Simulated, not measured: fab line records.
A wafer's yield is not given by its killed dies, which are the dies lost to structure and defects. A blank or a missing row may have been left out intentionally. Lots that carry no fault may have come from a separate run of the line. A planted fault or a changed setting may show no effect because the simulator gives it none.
fab line records -- flow sky130
[record] lots = 12, wafers = 36, lastDay = 50
route steps=708 shown LI_CONTACT@378 LOCAL_INTERCONNECT@399 PAD_OPEN@708
lots that met no fault: taken from a fault-free run of the same line
startH: hours from the record's first day to the start of the lot's first wafer shown -- waitH: how many hours have passed since the lot's step before this one -- " unchanged from the row above -- L1.1+2: one row covering several wafers at once -- - no value, or no start given -- * or withheld: withheld -- < > ~ a bound
route shown NAME@n: names a module that has steps shown in the file, with the first one's number in the route -- usual: mean/standard deviation taken from wafers without a fault -- same: alike in all rows -- chamber/n: place in a boat -- sites: the reading at each site -- _std_site: standard deviation of those values -- _edge_site: inner sites' mean taken away from outer sites' mean -- radiusMm: for every site, how far away it sits from the centre of the wafer -- mask NAME#n: copy n -- behind: the tool/chamber that last shaped the wafer -- hold: cause of the lot's hold/its duration in hours/its outcome -- device: names the non-switching transistor (n, p or np) -- end of line: at the end of the route, the tests of the same wafers -- a step given without rows: its recipe and nothing more -- killed: dies that structure and defects cost at the first sort, which is not the same as the wafer's yield -- map: a wafer's dies, marking killed ones x, the rest . and places with no die _
set.NAME: the setting the step ran with; set.NAME@STEP: the setting that earlier step ran with -- model.NAME: the simulator's own value behind a step, which no gauge read
the route's steps for a sample of lots (tables are steps, rows are wafers)
services: when a tool's chamber went out of use (startH, in hours from the record's first day, below 0 if earlier), for how many hours, and the reason
[[steps]]
[step SKY_LI_CONTACT_STRIP_16]
[recipe] chemistry = O2/N2, powerW = 1400, pressureMtorr = 1500, platenTempC = withheld, o2FlowSccm = 3000, n2FlowSccm = 300, overashFraction = 0.5
[usual] chamberPressureMTorr = 1500.1/1.2, drypumpMotorCurrentA = 5.7/0.42, o2FlowSccm = 3000/8.1, oesProductAu = 0.376/0.0053, stripTimeToEndpointS = 3.50/0.049
lot.wafer,tool,chamber,startH,waitH,chamberPressureMTorr,drypumpMotorCurrentA,o2FlowSccm,oesProductAu,rfHoursCounterH,stripTimeToEndpointS
L227.1,plasmaAsher-03,0,674.96,-,1500.7,5.9,3010,0.367,27,3.44
L227.3,plasmaAsher-03,0,674.96,-,1500.7,5.9,2998,0.377,-,3.47
L227.4,plasmaAsher-03,1,674.96,-,1498.3,6.1,3004,0.385,-,3.46
L228.3,plasmaAsher-02,0,691.65,-,1500.3,5.5,3008,0.378,-,3.53
L228.4,plasmaAsher-02,1,691.65,-,1500.0,4.9,2994,0.381,-,3.55
L228.6,plasmaAsher-02,1,691.65,-,1500.2,4.9,2998,0.372,-,3.52
L233.1,plasmaAsher-03,1,730.77,-,1501.2,6.2,2988,0.375,34,3.45
L233.2,plasmaAsher-03,0,730.77,-,1499.1,5.9,3008,0.375,34,3.50
L233.3,plasmaAsher-03,0,730.77,-,1498.9,5.9,3006,0.385,-,3.43
L234.1,plasmaAsher-03,1,736.94,-,1501.8,6.2,2996,0.381,35,3.49
L234.3,plasmaAsher-03,1,736.94,-,1499.4,6.2,3003,0.377,-,3.53
L234.6,plasmaAsher-03,1,736.94,-,1501.2,6.2,3007,0.382,-,3.58
L235.1,plasmaAsher-03,0,750.22,-,1499.8,5.9,3005,0.374,37,3.48
L235.2,plasmaAsher-03,1,750.22,-,1502.7,6.2,3007,0.379,37,3.44
L235.6,plasmaAsher-03,1,750.22,-,1501.3,6.2,3003,0.371,-,3.43
L236.1,plasmaAsher-03,1,752.39,-,1500.9,6.2,2995,0.376,37,3.49
L236.3,plasmaAsher-03,0,752.39,-,1500.8,5.9,2990,0.381,-,3.45
L236.4,plasmaAsher-03,1,752.39,-,1501.8,6.2,2986,0.391,-,3.55
L237.4,plasmaAsher-02,1,759.82,-,1499.8,4.9,2992,0.385,-,3.54
L237.5,plasmaAsher-02,0,759.82,-,1501.0,5.5,2989,0.373,-,3.52
L237.6,plasmaAsher-02,1,759.82,-,1499.7,4.9,2991,0.376,-,3.61
L238.1,plasmaAsher-03,1,771.64,-,1499.5,6.2,2997,0.379,39,3.51
L238.3,plasmaAsher-03,1,771.64,-,1499.3,6.2,3007,0.377,-,3.50
L238.6,plasmaAsher-03,1,771.64,-,1501.4,6.2,3002,0.366,-,3.48
L247.1,plasmaAsher-02,1,834.67,-,1499.9,4.9,3001,0.377,69,3.44
L247.2,plasmaAsher-02,0,834.67,-,1501.9,5.5,3005,0.373,69,3.39
L247.4,plasmaAsher-02,1,834.67,-,1499.6,4.9,3021,0.377,-,3.50
L246.2,plasmaAsher-03,0,837.07,-,1501.0,5.9,3001,0.377,41,3.53
L246.4,plasmaAsher-03,0,837.07,-,1499.8,5.9,2991,0.377,-,3.53
L246.6,plasmaAsher-03,1,837.07,-,1497.8,6.2,3001,0.380,-,3.53
L248.1,plasmaAsher-03,0,841.37,-,1499.9,5.9,3012,0.375,42,3.51
L248.4,plasmaAsher-03,0,841.37,-,1501.4,5.9,2984,0.373,-,3.54
L248.5,plasmaAsher-03,0,841.37,-,1500.6,5.9,2993,0.374,-,3.51
L249.1,plasmaAsher-04,1,853.24,-,1498.6,5.6,2999,0.383,12,3.54
L249.4,plasmaAsher-04,0,853.24,-,1500.8,5.9,3005,0.373,-,3.42
L249.6,plasmaAsher-04,1,853.24,-,1498.8,5.6,2991,0.375,-,3.43
[step SKY_LI_CONTACT_SPUTTER_20]
[recipe] material = TiN, targetThkNm = 20, chamberPressurePa = 5, powerW = 4000, timeS = 80
[usual] throttleValvePct = 29.6/0.96
lot.wafer,tool,chamber,startH,waitH,throttleValvePct
L227.1,pvdSputter-03,-,675.34,0.0,29.1
L227.3,pvdSputter-03,-,675.34,0.0,29.6
L227.4,pvdSputter-03,-,675.34,0.0,29.6
L228.3,pvdSputter-02,-,692.00,0.0,29.3
L228.4,pvdSputter-02,-,692.00,0.0,28.4
L228.6,pvdSputter-02,-,692.00,0.0,29.6
L233.1,pvdSputter-02,-,731.15,0.0,28.4
L233.2,pvdSputter-02,-,731.15,0.0,28.7
L233.3,pvdSputter-02,-,731.15,0.0,30.4
L234.1,pvdSputter-02,-,737.31,0.0,30.7
L234.3,pvdSputter-02,-,737.31,0.0,29.5
L234.6,pvdSputter-02,-,737.31,0.0,29.6
L235.1,pvdSputter-03,-,750.59,0.0,29.3
L235.2,pvdSputter-03,-,750.59,0.0,31.9
L235.6,pvdSputter-03,-,750.59,0.0,31.5
L236.1,pvdSputter-01,-,752.76,0.0,29.1
L236.3,pvdSputter-01,-,752.76,0.0,29.7
L236.4,pvdSputter-01,-,752.76,0.0,29.8
L237.4,pvdSputter-03,-,760.16,0.0,29.2
L237.5,pvdSputter-03,-,760.16,0.0,28.9
L237.6,pvdSputter-03,-,760.16,0.0,31.7
L238.1,pvdSputter-01,-,772.01,0.0,29.3
L238.3,pvdSputter-01,-,772.01,0.0,29.4
L238.6,pvdSputter-01,-,772.01,0.0,29.6
L247.1,pvdSputter-01,-,835.24,0.0,29.3
L247.2,pvdSputter-01,-,835.24,0.0,29.7
L247.4,pvdSputter-01,-,835.24,0.0,29.3
L246.2,pvdSputter-03,-,837.44,0.0,29.5
L246.4,pvdSputter-03,-,837.44,0.0,31.9
L246.6,pvdSputter-03,-,837.44,0.0,32.0
L248.1,pvdSputter-01,-,841.74,0.0,29.8
L248.4,pvdSputter-01,-,841.74,0.0,29.6
L248.5,pvdSputter-01,-,841.74,0.0,30.1
L249.1,pvdSputter-03,-,853.62,0.0,29.5
L249.4,pvdSputter-03,-,853.62,0.0,29.6
L249.6,pvdSputter-03,-,853.62,0.0,29.1
[step SKY_LOCAL_INTERCONNECT_OVL_MEAS_12]
[usual] LOCAL_INTERCONNECT_OVL = 1/5.4
lot.wafer,tool,chamber,startH,waitH,LOCAL_INTERCONNECT_OVL[nm]
L227.1,overlay-01,-,704.30,0.1,-2
L227.3,overlay-01,-,704.30,0.1,-3
L227.4,overlay-01,-,704.30,0.1,0
L228.3,overlay-02,-,725.29,0.1,-8
L228.4,overlay-02,-,725.29,0.1,-10
L228.6,overlay-02,-,725.29,0.1,-1
L233.1,overlay-01,-,759.17,0.1,2
L233.2,overlay-01,-,759.17,0.1,0
L233.3,overlay-01,-,759.17,0.1,2
L234.1,overlay-02,-,764.75,0.1,-4
L234.3,overlay-02,-,764.75,0.1,-5
L234.6,overlay-02,-,764.75,0.1,5
L235.1,overlay-02,-,777.95,0.1,6
L235.2,overlay-02,-,777.95,0.1,4
L235.6,overlay-02,-,777.95,0.1,4
L236.1,overlay-01,-,779.88,0.1,-7
L236.3,overlay-01,-,779.88,0.1,-9
L236.4,overlay-01,-,779.88,0.1,-2
L237.4,overlay-01,-,788.12,0.1,-2
L237.5,overlay-01,-,788.12,0.1,-2
L237.6,overlay-01,-,788.12,0.1,-2
L238.1,overlay-01,-,799.52,0.1,5
L238.3,overlay-01,-,799.52,0.1,2
L238.6,overlay-01,-,799.52,0.1,1
L247.1,overlay-01,-,862.37,0.1,12
L247.2,overlay-01,-,862.37,0.1,12
L247.4,overlay-01,-,862.37,0.1,9
L246.2,overlay-01,-,864.38,0.1,1
L246.4,overlay-01,-,864.38,0.1,0
L246.6,overlay-01,-,864.38,0.1,-6
L248.1,overlay-02,-,869.25,0.1,5
L248.4,overlay-02,-,869.25,0.1,4
L248.5,overlay-02,-,869.25,0.1,4
L249.1,overlay-02,-,880.02,0.1,10
L249.4,overlay-02,-,880.02,0.1,-2
L249.6,overlay-02,-,880.02,0.1,-3
[step SKY_LOCAL_INTERCONNECT_STRIP_15]
[recipe] chemistry = O2/N2, powerW = 1400, pressureMtorr = 1500, platenTempC = withheld, o2FlowSccm = 3000, n2FlowSccm = 300, overashFraction = 0.5
[usual] chamberPressureMTorr = 1500.1/1.4, drypumpMotorCurrentA = 5.6/0.56, o2FlowSccm = 3001/9.4, oesProductAu = 0.427/0.0045, stripTimeToEndpointS = 4.722/0.019
lot.wafer,tool,chamber,startH,waitH,chamberPressureMTorr,drypumpMotorCurrentA,o2FlowSccm,oesProductAu,rfHoursCounterH,stripTimeToEndpointS
L227.1,plasmaAsher-02,0,704.45,0.0,1501.4,5.5,2996,0.428,53,4.734
L227.3,plasmaAsher-02,0,704.45,0.0,1500.5,5.5,2995,0.431,-,4.736
L227.4,plasmaAsher-02,1,704.45,0.0,1499.9,4.9,3005,0.431,-,4.767
L228.3,plasmaAsher-02,1,725.46,0.1,1500.4,4.9,2994,0.424,-,4.694
L228.4,plasmaAsher-02,0,725.46,0.1,1500.5,5.5,2999,0.430,-,4.727
L228.6,plasmaAsher-02,1,725.46,0.1,1502.5,4.9,2997,0.425,-,4.717
L233.1,plasmaAsher-02,1,759.32,0.0,1499.5,4.9,2983,0.426,61,4.726
L233.2,plasmaAsher-02,0,759.32,0.0,1500.3,5.5,3017,0.424,61,4.691
L233.3,plasmaAsher-02,0,759.32,0.0,1498.9,5.5,3021,0.420,-,4.717
L234.1,plasmaAsher-04,1,764.90,0.0,1499.2,5.6,2996,0.426,2,4.722
L234.3,plasmaAsher-04,1,764.90,0.0,1500.6,5.6,2994,0.427,-,4.715
L234.6,plasmaAsher-04,1,764.90,0.0,1497.7,5.6,2994,0.431,-,4.734
L235.1,plasmaAsher-01,1,778.10,0.0,1502.4,6.3,3009,0.430,89,4.752
L235.2,plasmaAsher-01,0,778.10,0.0,1502.0,6.4,3022,0.424,89,4.720
L235.6,plasmaAsher-01,0,778.10,0.0,1499.2,6.5,3004,0.434,-,4.746
L236.1,plasmaAsher-04,1,780.03,0.0,-,-,-,-,-,-
L236.3,plasmaAsher-04,0,780.03,0.0,-,-,-,-,-,-
L236.4,plasmaAsher-04,1,780.03,0.0,-,-,-,-,-,-
L237.4,plasmaAsher-02,0,788.29,0.1,-,-,-,-,-,-
L237.5,plasmaAsher-02,1,788.29,0.1,-,-,-,-,-,-
L237.6,plasmaAsher-02,0,788.29,0.1,-,-,-,-,-,-
L238.1,plasmaAsher-02,1,799.67,0.0,-,-,-,-,-,-
L238.3,plasmaAsher-02,0,799.67,0.0,-,-,-,-,-,-
L238.6,plasmaAsher-02,1,799.67,0.0,-,-,-,-,-,-
L247.1,plasmaAsher-01,0,862.52,0.0,1499.8,6.4,2997,0.424,99,4.735
L247.2,plasmaAsher-01,1,862.52,0.0,1500.4,6.3,2981,0.427,99,4.747
L247.4,plasmaAsher-01,0,862.52,0.0,1499.1,6.4,2998,0.427,-,4.736
L246.2,plasmaAsher-02,0,864.52,0.0,1501.1,5.5,2987,0.425,72,4.750
L246.4,plasmaAsher-02,1,864.52,0.0,1502.0,4.9,2989,0.424,-,4.721
L246.6,plasmaAsher-02,0,864.52,0.0,1496.6,5.5,2992,0.424,-,4.730
L248.1,plasmaAsher-02,1,869.40,0.0,1499.0,4.8,3008,0.436,73,4.734
L248.4,plasmaAsher-02,0,869.40,0.0,1498.0,5.5,2998,0.422,-,4.727
L248.5,plasmaAsher-02,0,869.40,0.0,1500.0,5.5,3010,0.422,-,4.686
L249.1,plasmaAsher-02,0,880.29,0.1,1501.3,5.5,2988,0.427,74,4.707
L249.4,plasmaAsher-02,1,880.29,0.1,1499.0,4.9,3004,0.428,-,4.730
L249.6,plasmaAsher-02,1,880.29,0.1,1501.5,4.9,3005,0.422,-,4.710
[step SKY_PAD_OPEN_PROBE_99]
[usual] killed_at_M0_to_M3 = 44/7.8, killed_at_M4_up = 2.9/1.7, killedAtContacts = 24/5.4, killedAtFrontEnd = 15/4.5, killedAtOther = 0.3/0.55, killedDies = 87/10, killedOnRim = 17/4.1, killedOpen = 48/7.4, killedShort = 39/5.9
[same] grossDies = 492, killedAtBackSide = 0
lot.wafer,tool,chamber,startH,waitH,hold,killed_at_M0_to_M3,killed_at_M4_up,killedAtContacts,killedAtFrontEnd,killedAtOther,killedDies,killedOnRim,killedOpen,killedShort
L227.1,prober-01,-,1073.42,0.1,-,46,3,27,9,0,85,16,46,39
L227.3,prober-01,-,1073.52,0.2,-,35,3,18,19,0,75,9,46,29
L227.4,prober-01,-,1073.57,0.2,-,46,2,30,11,0,89,15,57,32
L228.3,prober-02,-,1088.49,0.2,-,54,3,33,7,0,97,14,50,47
L228.4,prober-02,-,1088.54,0.2,-,50,2,17,15,1,85,20,50,35
L228.6,prober-02,-,1088.64,0.2,-,58,1,23,20,1,103,18,56,47
L233.1,prober-01,-,1118.89,0.1,-,41,1,33,16,1,92,14,52,40
L233.2,prober-01,-,1118.94,0.1,-,48,4,19,9,0,80,15,40,40
L233.3,prober-01,-,1118.99,0.2,-,45,4,21,16,0,86,15,48,38
L234.1,prober-01,-,1121.07,0.1,-,58,4,26,13,0,101,17,63,38
L234.3,prober-01,-,1121.17,0.2,-,60,4,18,9,0,91,17,52,39
L234.6,prober-01,-,1121.32,0.2,-,54,3,28,21,2,108,23,55,53
L235.1,prober-01,-,1127.20,0.1,-,32,4,17,13,0,66,16,36,30
L235.2,prober-01,-,1127.25,0.1,-,43,2,25,16,0,86,17,45,41
L235.6,prober-01,-,1127.45,0.2,-,48,3,33,21,0,105,16,58,47
L236.1,prober-01,-,1129.43,0.1,awaitDispo/4.3h/scrap,51,1,430,10,0,492,96,50,35
L236.3,prober-01,-,1129.53,0.2,awaitDispo/4.3h/scrap,42,2,434,14,0,492,96,55,36
L236.4,prober-01,-,1129.58,0.2,awaitDispo/4.3h/scrap,42,1,429,20,0,492,96,49,38
L237.4,prober-01,-,1138.70,0.2,awaitDispo/2.5h/scrap,46,7,424,13,2,492,96,58,42
L237.5,prober-01,-,1138.75,0.2,awaitDispo/2.5h/scrap,47,0,428,15,2,492,96,38,45
L237.6,prober-01,-,1138.80,0.2,awaitDispo/2.5h/scrap,37,6,426,22,1,492,96,45,45
L238.1,prober-01,-,1141.79,0.1,awaitDispo/4.3h/scrap,45,6,425,16,0,492,96,52,34
L238.3,prober-01,-,1141.89,0.2,awaitDispo/4.3h/scrap,35,2,438,17,0,492,96,45,30
L238.6,prober-01,-,1142.04,0.2,awaitDispo/4.3h/scrap,56,3,412,21,0,492,96,47,53
L247.1,prober-02,-,1186.12,0.1,-,43,2,20,16,0,81,18,40,41
L247.2,prober-02,-,1186.17,0.1,-,44,1,23,15,0,83,12,42,41
L247.4,prober-02,-,1186.27,0.2,-,49,9,24,16,1,99,20,51,48
L246.2,prober-01,-,1186.97,0.1,-,47,5,16,17,0,85,12,52,33
L246.4,prober-01,-,1187.07,0.2,-,43,3,23,9,1,79,13,51,28
L246.6,prober-01,-,1187.17,0.2,-,48,3,21,22,0,94,16,54,40
L248.1,prober-02,-,1192.52,0.1,-,45,6,29,19,0,99,18,55,44
L248.4,prober-02,-,1192.67,0.2,-,37,3,20,8,0,68,11,31,37
L248.5,prober-02,-,1192.72,0.2,-,42,5,29,19,0,95,14,52,43
L249.1,prober-01,-,1195.86,0.1,-,39,3,30,10,0,82,22,53,29
L249.4,prober-01,-,1196.01,0.2,-,38,7,18,16,0,79,12,45,34
L249.6,prober-01,-,1196.11,0.2,-,36,4,20,17,0,77,15,40,37
// killed by level:class
L227.1 CONTACT:geometricParticle:open=10 VIA1:geometricParticle:open=10 VIA2:geometricParticle:open=9 LI_CONTACT:geometricParticle:open=7 METAL2:geometricParticle:short=6 CONTACT:geometricParticle:short=5 METAL1:geometricParticle:short=4 VIA1:geometricParticle:short=4
L227.3 LI_CONTACT:geometricParticle:open=9 VIA1:geometricParticle:open=8 VIA1:geometricParticle:short=6 CONTACT:geometricParticle:open=6 FIELD_ISO:geometricParticle:open=5 POLY_GATE:geometricParticle:short=5 VIA3:geometricParticle:open=5 POLY_GATE:geometricParticle:open=4
L227.4 VIA1:geometricParticle:open=12 LI_CONTACT:geometricParticle:open=11 CONTACT:geometricParticle:open=10 VIA2:geometricParticle:open=7 VIA1:geometricParticle:short=6 VIA3:geometricParticle:open=6 FIELD_ISO:geometricParticle:open=5 LI_CONTACT:geometricParticle:short=4
L228.3 CONTACT:geometricParticle:open=13 VIA1:geometricParticle:open=11 LI_CONTACT:geometricParticle:open=7 CONTACT:geometricParticle:short=7 METAL3:geometricParticle:short=7 METAL2:geometricParticle:short=7 VIA3:geometricParticle:open=7 VIA2:geometricParticle:short=6
L228.4 VIA1:geometricParticle:open=9 VIA2:geometricParticle:open=9 VIA1:geometricParticle:short=8 VIA3:geometricParticle:open=8 CONTACT:geometricParticle:open=6 METAL2:geometricParticle:short=6 LI_CONTACT:geometricParticle:open=5 FIELD_ISO:geometricParticle:short=4
L228.6 VIA1:geometricParticle:open=15 VIA3:geometricParticle:open=9 CONTACT:geometricParticle:open=8 VIA2:geometricParticle:open=7 FIELD_ISO:geometricParticle:open=6 VIA2:geometricParticle:short=6 METAL1:geometricParticle:short=6 LOCAL_INTERCONNECT:geometricParticle:short=5
L233.1 CONTACT:geometricParticle:short=12 METAL2:geometricParticle:short=9 FIELD_ISO:geometricParticle:open=8 LI_CONTACT:geometricParticle:open=8 CONTACT:geometricParticle:open=8 VIA1:geometricParticle:open=7 VIA3:geometricParticle:open=6 VIA2:geometricParticle:open=4
L233.2 METAL2:geometricParticle:short=11 VIA2:geometricParticle:open=9 METAL1:geometricParticle:short=8 CONTACT:geometricParticle:open=7 CONTACT:geometricParticle:short=6 LI_CONTACT:geometricParticle:open=5 VIA1:geometricParticle:open=4 METAL2:geometricParticle:open=4
L233.3 VIA1:geometricParticle:open=14 LI_CONTACT:geometricParticle:open=9 VIA1:geometricParticle:short=8 FIELD_ISO:geometricParticle:short=7 VIA2:geometricParticle:open=7 CONTACT:geometricParticle:open=6 METAL1:geometricParticle:short=6 LOCAL_INTERCONNECT:geometricParticle:short=3
L234.1 CONTACT:geometricParticle:open=12 VIA1:geometricParticle:open=11 VIA3:geometricParticle:open=10 VIA2:geometricParticle:open=8 CONTACT:geometricParticle:short=5 METAL2:geometricParticle:short=5 FIELD_ISO:geometricParticle:open=4 METAL1:geometricParticle:open=4
L234.3 VIA1:geometricParticle:open=11 VIA3:geometricParticle:open=9 METAL2:geometricParticle:short=8 VIA2:geometricParticle:open=8 LI_CONTACT:geometricParticle:open=7 CONTACT:geometricParticle:open=7 METAL1:geometricParticle:short=6 VIA1:geometricParticle:short=4
L234.6 VIA1:geometricParticle:open=11 CONTACT:geometricParticle:open=8 VIA3:geometricParticle:open=8 LI_CONTACT:geometricParticle:open=7 FIELD_ISO:geometricParticle:short=6 CONTACT:geometricParticle:short=6 METAL1:geometricParticle:short=6 VIA1:geometricParticle:short=6
L235.1 CONTACT:geometricParticle:open=7 VIA1:geometricParticle:open=7 FIELD_ISO:geometricParticle:short=6 LI_CONTACT:geometricParticle:open=4 METAL1:geometricParticle:short=4 METAL2:geometricParticle:short=4 VIA2:geometricParticle:open=4 CONTACT:geometricParticle:short=3
L235.2 CONTACT:geometricParticle:open=12 VIA2:geometricParticle:open=10 FIELD_ISO:geometricParticle:short=7 METAL1:geometricParticle:short=6 FIELD_ISO:geometricParticle:open=5 LI_CONTACT:geometricParticle:open=5 VIA2:geometricParticle:short=5 LOCAL_INTERCONNECT:geometricParticle:short=4
L235.6 VIA1:geometricParticle:open=12 LI_CONTACT:geometricParticle:open=10 CONTACT:geometricParticle:open=9 LOCAL_INTERCONNECT:geometricParticle:short=8 FIELD_ISO:geometricParticle:short=7 VIA3:geometricParticle:open=7 METAL2:geometricParticle:short=6 POLY_GATE:geometricParticle:short=5
L236.1 CONTACT:areaCvd=407 VIA1:geometricParticle:open=16 LI_CONTACT:geometricParticle:open=12 VIA3:geometricParticle:open=8 METAL1:geometricParticle:short=5 VIA2:geometricParticle:short=5 POLY_GATE:geometricParticle:short=4 LI_CONTACT:geometricParticle:short=4
L236.3 CONTACT:areaCvd=401 VIA1:geometricParticle:open=15 LI_CONTACT:geometricParticle:open=12 CONTACT:geometricParticle:short=8 CONTACT:geometricParticle:open=8 METAL1:geometricParticle:short=5 FIELD_ISO:geometricParticle:short=4 LOCAL_INTERCONNECT:geometricParticle:open=4
L236.4 CONTACT:areaCvd=405 LI_CONTACT:geometricParticle:open=7 VIA3:geometricParticle:open=7 LI_CONTACT:geometricParticle:short=6 POLY_GATE:geometricParticle:open=5 POLY_GATE:geometricParticle:short=5 CONTACT:geometricParticle:open=5 VIA1:geometricParticle:open=5
L237.4 CONTACT:areaCvd=392 VIA1:geometricParticle:open=11 CONTACT:geometricParticle:open=10 LI_CONTACT:geometricParticle:open=9 VIA3:geometricParticle:open=8 VIA3:geometricParticle:short=7 LI_CONTACT:geometricParticle:short=6 METAL4:geometricParticle:short=6
L237.5 CONTACT:areaCvd=409 VIA3:geometricParticle:open=11 CONTACT:geometricParticle:open=11 VIA1:geometricParticle:short=7 METAL2:geometricParticle:short=7 VIA1:geometricParticle:open=5 POLY_GATE:geometricParticle:short=4 VIA2:geometricParticle:open=4
L237.6 CONTACT:areaCvd=402 VIA1:geometricParticle:open=11 VIA2:geometricParticle:open=8 LI_CONTACT:geometricParticle:open=6 METAL4:geometricParticle:short=6 POLY_GATE:geometricParticle:short=5 LOCAL_INTERCONNECT:geometricParticle:short=5 CONTACT:geometricParticle:open=5
L238.1 CONTACT:areaCvd=406 VIA1:geometricParticle:open=11 CONTACT:geometricParticle:open=9 VIA3:geometricParticle:open=9 METAL2:geometricParticle:short=8 LI_CONTACT:geometricParticle:open=6 FIELD_ISO:geometricParticle:short=4 POLY_GATE:geometricParticle:open=4
L238.3 CONTACT:areaCvd=417 VIA1:geometricParticle:open=13 CONTACT:geometricParticle:open=9 FIELD_ISO:geometricParticle:open=6 LOCAL_INTERCONNECT:geometricParticle:short=6 FIELD_ISO:geometricParticle:short=4 VIA3:geometricParticle:open=4 VIA1:geometricParticle:short=4
L238.6 CONTACT:areaCvd=392 METAL1:geometricParticle:short=12 FIELD_ISO:geometricParticle:short=10 VIA3:geometricParticle:open=10 CONTACT:geometricParticle:open=8 VIA1:geometricParticle:open=8 CONTACT:geometricParticle:short=6 FIELD_ISO:geometricParticle:open=5
L247.1 VIA1:geometricParticle:open=10 VIA1:geometricParticle:short=8 CONTACT:geometricParticle:open=6 METAL2:geometricParticle:short=5 VIA2:geometricParticle:open=5 VIA3:geometricParticle:open=5 FIELD_ISO:geometricParticle:short=4 POLY_GATE:geometricParticle:short=4
L247.2 VIA3:geometricParticle:open=10 METAL1:geometricParticle:short=9 VIA1:geometricParticle:open=8 LI_CONTACT:geometricParticle:open=7 METAL2:geometricParticle:short=6 POLY_GATE:geometricParticle:short=5 CONTACT:geometricParticle:open=5 FIELD_ISO:geometricParticle:open=4
L247.4 VIA1:geometricParticle:open=11 LI_CONTACT:geometricParticle:open=11 METAL4:geometricParticle:short=7 VIA3:geometricParticle:short=6 VIA1:geometricParticle:short=6 VIA3:geometricParticle:open=6 POLY_GATE:geometricParticle:open=5 LOCAL_INTERCONNECT:geometricParticle:short=4
L246.2 VIA1:geometricParticle:open=15 VIA3:geometricParticle:open=9 CONTACT:geometricParticle:open=8 VIA1:geometricParticle:short=5 FIELD_ISO:geometricParticle:open=4 FIELD_ISO:geometricParticle:short=4 LI_CONTACT:geometricParticle:open=4 METAL1:geometricParticle:short=4
L246.4 CONTACT:geometricParticle:open=10 VIA2:geometricParticle:open=9 METAL1:geometricParticle:short=8 VIA1:geometricParticle:open=6 LI_CONTACT:geometricParticle:open=5 METAL2:geometricParticle:short=5 VIA3:geometricParticle:open=5 CONTACT:geometricParticle:short=4
L246.6 VIA1:geometricParticle:open=12 METAL1:geometricParticle:short=10 LI_CONTACT:geometricParticle:open=9 POLY_GATE:geometricParticle:short=6 CONTACT:geometricParticle:open=6 VIA3:geometricParticle:open=6 FIELD_ISO:geometricParticle:open=5 METAL1:geometricParticle:open=4
L248.1 VIA1:geometricParticle:open=9 LI_CONTACT:geometricParticle:open=8 VIA2:geometricParticle:open=7 POLY_GATE:geometricParticle:open=5 LI_CONTACT:geometricParticle:short=5 LOCAL_INTERCONNECT:geometricParticle:short=5 CONTACT:geometricParticle:open=5 METAL1:geometricParticle:short=5
L248.4 METAL2:geometricParticle:short=7 VIA1:geometricParticle:open=7 CONTACT:geometricParticle:open=6 LI_CONTACT:geometricParticle:open=5 LOCAL_INTERCONNECT:geometricParticle:short=5 VIA2:geometricParticle:short=5 METAL1:geometricParticle:short=4 VIA1:geometricParticle:short=4
L248.5 CONTACT:geometricParticle:open=16 VIA1:geometricParticle:open=9 VIA3:geometricParticle:open=7 FIELD_ISO:geometricParticle:short=6 LOCAL_INTERCONNECT:geometricParticle:short=6 POLY_GATE:geometricParticle:open=5 CONTACT:geometricParticle:short=5 METAL2:geometricParticle:short=5
L249.1 LI_CONTACT:geometricParticle:open=10 CONTACT:geometricParticle:open=10 VIA1:geometricParticle:open=8 VIA3:geometricParticle:open=7 LI_CONTACT:geometricParticle:short=4 METAL1:geometricParticle:short=4 VIA2:geometricParticle:open=4 METAL3:geometricParticle:short=4
L249.4 VIA3:geometricParticle:open=10 CONTACT:geometricParticle:open=9 FIELD_ISO:geometricParticle:open=7 VIA2:geometricParticle:open=7 METAL4:geometricParticle:short=7 VIA1:geometricParticle:open=6 FIELD_ISO:geometricParticle:short=5 VIA1:geometricParticle:short=5
L249.6 LI_CONTACT:geometricParticle:open=8 VIA1:geometricParticle:open=8 FIELD_ISO:geometricParticle:open=7 METAL2:geometricParticle:short=7 METAL1:geometricParticle:short=7 CONTACT:geometricParticle:open=5 POLY_GATE:geometricParticle:short=4 VIA2:geometricParticle:open=4
[[services]]
tool,chamber,startH,hours,kind
plasmaAsher-01,-,661.37,94.9,repair
plasmaAsher-01,-,661.64,0.7,repair
pvdSputter-01,-,676.99,58.6,repair
pvdSputter-01,-,695.50,4.9,repair
plasmaAsher-04,-,733.20,3.1,repair
plasmaAsher-04,-,736.28,9.0,pm
pvdSputter-03,-,739.71,3.3,repair
plasmaAsher-04,-,756.41,2.4,repair
pvdSputter-03,-,781.05,1.1,repair
plasmaAsher-03,-,783.51,4.3,pm
plasmaAsher-02,-,784.06,0.3,repair
pvdSputter-02,-,788.00,3.3,repair
pvdSputter-03,0,789.03,-,consumableReplace:kit
pvdSputter-03,0,789.03,18.0,scheduledDown
pvdSputter-03,0,789.03,18.0,ventCycle
plasmaAsher-03,-,796.02,35.5,repair
plasmaAsher-03,-,798.37,3.5,repair
pvdSputter-01,1,807.86,-,consumableReplace:kit
pvdSputter-01,1,807.86,18.0,scheduledDown
plasmaAsher-02,-,830.58,1.3,repair
plasmaAsher-03,-,831.99,4.6,repair
pvdSputter-02,-,834.65,0.7,repair
plasmaAsher-01,-,854.75,1.1,repair
plasmaAsher-04,-,869.57,28.1,pm
[[key]]
[firstSign] step = SKY_LOCAL_INTERCONNECT_STRIP_15, reading = toolRecord, direction = missing
[effect] step = SKY_PAD_OPEN_PROBE_99, reading = killedAtContacts, direction = up, sigmas = 74, usual = 24, struck = 427
[moreKillsBornAt] SKY_CONTACT_CVD_00@pecvd-01 = 2428, SKY_CONTACT_CVD_00@pecvd-03 = 1203
metAt SKY_LOCAL_INTERCONNECT_STRIP_15
struckLots L236,L237,L238
laterRowsLeftOut L236.1,L236.3,L236.4,L237.4,L237.5,L237.6,L238.1,L238.3,L238.6
testerLeftOut L236,L237,L238
notActingAt SKY_LI_CONTACT_STRIP_16,SKY_LI_CONTACT_SPUTTER_20,SKY_LOCAL_INTERCONNECT_OVL_MEAS_12
onsetBetween 764.90 780.03
[fault] kind = skippedStepWhole, tool = plasmaAsher-02,plasmaAsher-04, chamber = -, onsetH = 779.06, steps = SKY_LOCAL_INTERCONNECT_STRIP_15, scope = struckLotsOnly
// testerLeftOut: of these lots the tester's yield and bins aren't shown, on N5 and GAA mostly nor the transistor test; their killed dies are dies lost to structure and defects alone, not to doping, threshold or leakage, so they don't give the yield
// laterRowsLeftOut: the simulator's readings of these wafers behind a module that went badly wrong aren't trusted and aren't shown, but for the sort
